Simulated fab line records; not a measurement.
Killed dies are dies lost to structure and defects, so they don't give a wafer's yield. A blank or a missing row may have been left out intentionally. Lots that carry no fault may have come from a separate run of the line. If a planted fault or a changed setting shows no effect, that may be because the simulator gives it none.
fab line records | flow sky130
record: lots: 12 wafers: 36 last_day: 50
route steps=708 shown LI_CONTACT@383 METAL1@434 VIA1@470
lots that met no fault: taken from a fault-free run of the same line
start_h: hours from the record's opening day to when the first of the lot's shown wafers began | wait_h: how many hours have passed since the lot's step before this one | " same as the row above | L1.1+2: a row that stands for several wafers | - no value, or no start given | * or withheld: withheld | < > ~ a bound
route shown NAME@n: names a module that has steps shown in the file, with the first one's number in the route | usual: average and standard deviation across the fault-free wafers | same: alike in all rows | chamber/n: place in a boat | sites: each site's reading | _std_site: how widely they spread, as a standard deviation | _edge_site: outer sites' mean less inner sites' | radius_mm: for every site, how far away it sits from the centre of the wafer | mask NAME#n: copy n | behind: the last tool/chamber to shape the wafer | hold: what put the lot on hold/how long, in hours/how the hold closed | device: the n, p or np transistor that did not switch | end of line: tests of these same wafers at the route's end | where a step has no rows: the recipe by itself | killed: not the wafer's yield, but the dies lost to structure and defects at the first sort | map: a wafer's dies, x killed, . not, _ none there
set.NAME: setting as actually run; set.NAME@STEP: the setting as run at that earlier step | model.NAME: the simulator's own value behind a step, which no gauge read
route steps across a sampled set of lots; one table per step, one row per wafer
services: a tool's chamber out of use, with start hour (start_h, from the record's first day; less than 0 if before it), hours out, and reason
== steps ==
step: SKY_LI_CONTACT_CVD_21
recipe: material: W target_thk_nm: 400 time_s: 120.56 temp_c: 400 pressure_torr: 40
usual: chamber_pressure_Torr: 40.01/0.093 heater_power_w: 850/77
columns lot.wafer tool chamber start_h wait_h chamber_pressure_Torr heater_power_w
L259.1 cvd_w-02 1 683.40 0.0 39.97 927
L259.4 " 0 " " 40.02 719
L259.6 " 1 " " 40.07 981
L260.1 cvd_w-01 1 692.22 0.0 39.94 890
L260.3 " 0 " " 40.11 820
L260.5 " 0 " " 40.07 803
L261.3 cvd_w-01 0 699.90 0.1 40.05 805
L261.4 " 1 " " 40.04 868
L261.6 " 0 " " 39.86 823
L262.1 cvd_w-02 1 701.85 0.0 40.24 958
L262.5 " 1 " " 40.00 939
L262.6 " 0 " " 39.91 761
L263.2 cvd_w-02 1 710.85 0.0 40.04 959
L263.3 " 1 " " 39.96 957
L263.6 " 1 " " 40.17 973
L265.3 cvd_w-02 0 728.96 0.1 39.94 735
L265.5 " 1 " " 40.06 963
L265.6 " 0 " " 39.99 752
L267.2 cvd_w-02 1 747.27 0.0 40.14 964
L267.4 " 1 " " 40.12 962
L267.6 " 0 " " 40.07 721
L268.1 cvd_w-01 1 748.07 0.0 39.98 859
L268.4 " 0 " " 39.94 822
L268.6 " 0 " " 40.24 813
L270.1 cvd_w-01 1 763.04 0.0 40.04 883
L270.2 " 0 " " 39.92 820
L270.6 " 0 " " 39.99 826
L278.1 cvd_w-01 1 829.14 0.0 39.95 894
L278.2 " 0 " " 45.60 829
L278.6 " 1 " " 40.10 875
L280.1 cvd_w-01 1 837.12 0.0 40.08 881
L280.2 " 0 " " 45.60 814
L280.5 " 1 " " 39.97 882
L281.3 cvd_w-02 1 845.93 0.1 39.95 984
L281.4 " 0 " " 40.18 733
L281.6 " 1 " " 40.03 987
step: SKY_LI_CONTACT_RS_MEAS_22
recipe: thk_meas_gauge: four-point-probe reads: W_of_LI_CONTACT_CVD_21+TiN_of_LI_CONTACT_SPUTTER_20+Ti_of_LI_CONTACT_SPUTTER_19
usual: LI_CONTACT_W_RS: 0.284/0.0053
columns lot.wafer tool chamber start_h wait_h LI_CONTACT_W_RS[ohm/sq]
L259.1 film_metro-04 - 683.53 0.1 0.288
L259.4 " - " " 0.285
L259.6 " - " " 0.289
L260.1 film_metro-04 - 692.34 0.1 0.285
L260.3 " - " " 0.281
L260.5 " - " " 0.279
L261.3 film_metro-04 - 700.02 0.1 0.277
L261.4 " - " " 0.281
L261.6 " - " " 0.277
L262.1 film_metro-04 - 701.98 0.1 0.289
L262.5 " - " " 0.288
L262.6 " - " " 0.286
L263.2 film_metro-03 - 711.00 0.1 0.292
L263.3 " - " " 0.292
L263.6 " - " " 0.294
L265.3 film_metro-01 - 729.08 0.1 0.281
L265.5 " - " " 0.289
L265.6 " - " " 0.281
L267.2 film_metro-04 - 747.41 0.1 0.288
L267.4 " - " " 0.295
L267.6 " - " " 0.284
L268.1 film_metro-04 - 748.19 0.1 0.288
L268.4 " - " " 0.280
L268.6 " - " " 0.278
L270.1 film_metro-01 - 763.16 0.1 0.278
L270.2 " - " " 0.275
L270.6 " - " " 0.275
L278.1 film_metro-03 - 829.26 0.1 0.283
L278.2 " - " " 0.262
L278.6 " - " " 0.283
L280.1 film_metro-04 - 837.24 0.1 0.281
L280.2 " - " " 0.261
L280.5 " - " " 0.284
L281.3 film_metro-04 - 846.05 0.1 0.285
L281.4 " - " " 0.286
L281.6 " - " " 0.289
step: SKY_LI_CONTACT_THK_MEAS_23
recipe: thk_meas_gauge: xrf reads: W_of_LI_CONTACT_CVD_21
usual: LI_CONTACT_W_THK: 393/7.8
columns lot.wafer tool chamber start_h wait_h LI_CONTACT_W_THK[nm]
L259.1 film_metro-04 - 683.65 0.1 385
L259.4 " - " " 388
L259.6 " - " " 384
L260.1 film_metro-04 - 692.46 0.1 391
L260.3 " - " " 395
L260.5 " - " " 398
L261.3 film_metro-04 - 700.12 0.1 410
L261.4 " - " " 402
L261.6 " - " " 411
L262.1 film_metro-04 - 702.10 0.1 394
L262.5 " - " " 393
L262.6 " - " " 396
L263.2 film_metro-03 - 711.11 0.1 381
L263.3 " - " " 378
L263.6 " - " " 377
L265.3 film_metro-01 - 729.18 0.1 396
L265.5 " - " " 383
L265.6 " - " " 392
L267.2 film_metro-04 - 747.52 0.1 393
L267.4 " - " " 381
L267.6 " - " " 397
L268.1 film_metro-04 - 748.31 0.1 391
L268.4 " - " " 403
L268.6 " - " " 403
L270.1 film_metro-01 - 763.28 0.1 401
L270.2 " - " " 406
L270.6 " - " " 405
L278.1 film_metro-03 - 829.38 0.1 392
L278.2 " - " " 418
L278.6 " - " " 389
L280.1 film_metro-04 - 837.36 0.1 398
L280.2 " - " " 428
L280.5 " - " " 395
L281.3 film_metro-04 - 846.15 0.1 396
L281.4 " - " " 395
L281.6 " - " " 391
step: SKY_METAL1_SPUTTER_00
recipe: material: Ti target_thk_nm: 15 power_w: 3000 time_s: 10 chamber_pressure_pa: 0.4
usual: throttle_valve_pct: 29.7/0.74
columns lot.wafer tool chamber start_h wait_h throttle_valve_pct
L259.1 pvd_sputter-04 - 743.48 0.1 29.9
L259.4 " - " " 28.1
L259.6 " - " " 27.7
L260.1 pvd_sputter-02 - 751.16 0.1 30.5
L260.3 " - " " 30.9
L260.5 " - " " 29.5
L261.3 pvd_sputter-01 - 758.45 0.1 29.9
L261.4 " - " " 29.8
L261.6 " - " " 29.7
L262.1 pvd_sputter-02 - 760.58 0.1 30.2
L262.5 " - " " 29.5
L262.6 " - " " 30.9
L263.2 pvd_sputter-01 - 769.11 0.2 30.1
L263.3 " - " " 29.0
L263.6 " - " " 29.9
L265.3 pvd_sputter-01 - 786.76 0.2 29.2
L265.5 " - " " 29.0
L265.6 " - " " 29.3
L267.2 pvd_sputter-02 - 804.42 0.2 29.4
L267.4 " - " " 30.0
L267.6 " - " " 29.5
L268.1 pvd_sputter-01 - 805.76 0.1 29.8
L268.4 " - " " 30.2
L268.6 " - " " 30.0
L270.1 pvd_sputter-02 - 819.57 0.2 29.3
L270.2 " - " " 30.7
L270.6 " - " " 29.5
L278.1 pvd_sputter-02 - 883.82 0.2 30.6
L278.2 " - " " 29.4
L278.6 " - " " 29.9
L280.1 pvd_sputter-01 - 892.69 0.1 30.2
L280.2 " - " " 29.6
L280.5 " - " " 29.7
L281.3 pvd_sputter-01 - 901.49 0.2 30.1
L281.4 " - " " 29.2
L281.6 " - " " 28.9
step: SKY_METAL1_SPUTTER_01
recipe: material: TiN target_thk_nm: 20 power_w: 6500 time_s: 16.7 chamber_pressure_pa: 0.4
usual: throttle_valve_pct: 29.7/0.75
columns lot.wafer tool chamber start_h wait_h throttle_valve_pct
L259.1 pvd_sputter-04 - 743.50 0.0 30.0
L259.4 " - " " 28.0
L259.6 " - " " 27.8
L260.1 pvd_sputter-02 - 751.19 0.0 30.8
L260.3 " - " " 30.7
L260.5 " - " " 29.3
L261.3 pvd_sputter-01 - 758.47 0.0 30.0
L261.4 " - " " 29.8
L261.6 " - " " 30.1
L262.1 pvd_sputter-02 - 760.61 0.0 30.1
L262.5 " - " " 29.6
L262.6 " - " " 30.8
L263.2 pvd_sputter-01 - 769.14 0.0 30.0
L263.3 " - " " 29.1
L263.6 " - " " 29.6
L265.3 pvd_sputter-01 - 786.78 0.0 29.3
L265.5 " - " " 28.9
L265.6 " - " " 29.0
L267.2 pvd_sputter-02 - 804.45 0.0 29.3
L267.4 " - " " 30.0
L267.6 " - " " 29.4
L268.1 pvd_sputter-01 - 805.78 0.0 29.9
L268.4 " - " " 29.7
L268.6 " - " " 30.0
L270.1 pvd_sputter-02 - 819.59 0.0 29.6
L270.2 " - " " 30.7
L270.6 " - " " 29.6
L278.1 pvd_sputter-02 - 883.84 0.0 30.7
L278.2 " - " " 29.4
L278.6 " - " " 30.1
L280.1 pvd_sputter-01 - 892.72 0.0 29.8
L280.2 " - " " 29.8
L280.5 " - " " 30.0
L281.3 pvd_sputter-01 - 901.51 0.0 30.0
L281.4 " - " " 29.0
L281.6 " - " " 29.0
step: SKY_VIA1_CD_MEAS_12
recipe: target_cd_nm: 150
usual: cd_nm: 150.4/1.8
columns lot.wafer tool chamber start_h wait_h cd_nm
L259.1 cd_sem-02 - 798.64 - 151.3
L259.4 " - " " 153.5
L259.6 " - " " 151.7
L260.1 cd_sem-02 - 807.19 - 150.4
L260.3 " - " " 149.8
L260.5 " - " " 150.0
L261.3 cd_sem-02 - 813.51 - 149.7
L261.4 " - " " 149.4
L261.6 " - " " 150.3
L262.1 cd_sem-01 - 815.06 - 148.9
L262.5 " - " " 150.4
L262.6 " - " " 151.2
L263.2 cd_sem-02 - 824.66 - 148.2
L263.3 " - " " 150.3
L263.6 " - " " 150.2
L265.3 cd_sem-02 - 841.06 - 151.3
L265.5 " - " " 150.0
L265.6 " - " " 151.1
L267.2 cd_sem-01 - 858.36 - 151.6
L267.4 " - " " 151.0
L267.6 " - " " 151.4
L268.1 cd_sem-01 - 859.76 - 148.9
L268.4 " - " " 149.5
L268.6 " - " " 150.1
L270.1 cd_sem-01 - 872.74 - 150.6
L270.2 " - " " 148.9
L270.6 " - " " 152.3
L278.1 cd_sem-01 - 936.12 - 153.2
L278.2 " - " " 153.1
L278.6 " - " " 155.3
L280.1 cd_sem-01 - 943.47 - 152.8
L280.2 " - " " 153.3
L280.5 " - " " 153.4
L281.3 cd_sem-02 - 952.23 - 151.4
L281.4 " - " " 151.1
L281.6 " - " " 148.8
== services ==
columns tool chamber start_h hours kind
cvd_w-01 - 682.67 1.3 repair
pvd_sputter-04 - 696.44 0.6 repair
pvd_sputter-01 - 726.07 4.4 repair
pvd_sputter-01 - 729.41 4.2 repair
pvd_sputter-02 - 738.38 4.9 repair
pvd_sputter-01 0 769.25 - consumable_replace:kit
pvd_sputter-01 0 769.25 18.0 scheduled_down
pvd_sputter-01 0 769.25 18.0 vent_cycle
pvd_sputter-02 - 772.08 10.3 repair
pvd_sputter-01 - 789.20 3.5 repair
cvd_w-01 - 826.28 0.9 repair
pvd_sputter-01 - 833.08 3.0 repair
pvd_sputter-02 2 844.35 - consumable_replace:kit
pvd_sputter-02 2 844.35 18.0 scheduled_down
pvd_sputter-02 2 844.35 18.0 vent_cycle
cvd_w-01 - 855.60 6.9 pm
pvd_sputter-04 0 897.12 - consumable_replace:kit
pvd_sputter-04 0 897.12 18.0 scheduled_down
pvd_sputter-04 0 897.12 18.0 vent_cycle
pvd_sputter-04 - 900.39 18.2 repair
== key ==
first_sign: step: SKY_LI_CONTACT_CVD_21 reading: chamber_pressure_Torr direction: up sigmas: 60 usual: 40.01 struck: 45.60
effect: step: SKY_LI_CONTACT_RS_MEAS_22 reading: LI_CONTACT_W_RS direction: down sigmas: 4.2 usual: 0.284 struck: 0.262
effect: step: SKY_LI_CONTACT_THK_MEAS_23 reading: LI_CONTACT_W_THK direction: up sigmas: 3.9 usual: 393 struck: 423
met_at SKY_LI_CONTACT_CVD_21
struck_lots L278,L280
struck_wafers L278.2,L280.2
tester_left_out L278,L280
not_acting_at SKY_METAL1_SPUTTER_00,SKY_METAL1_SPUTTER_01,SKY_VIA1_CD_MEAS_12
onset_between 763.04 829.14
fault: kind: process_parameter_drift tool: cvd_w-01 chamber: 0 onset_h: 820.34 steps: SKY_LI_CONTACT_CVD_21 channel: pressure_torr offset: 5.6093 shape: step end_h: 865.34 acts_in: these_recipes_only stated: 40
tester_left_out: of these lots the tester's yield and bins aren't shown, on N5 and GAA mostly nor the transistor test; their killed dies are dies lost to structure and defects alone, not to doping, threshold or leakage, so they don't give the yield
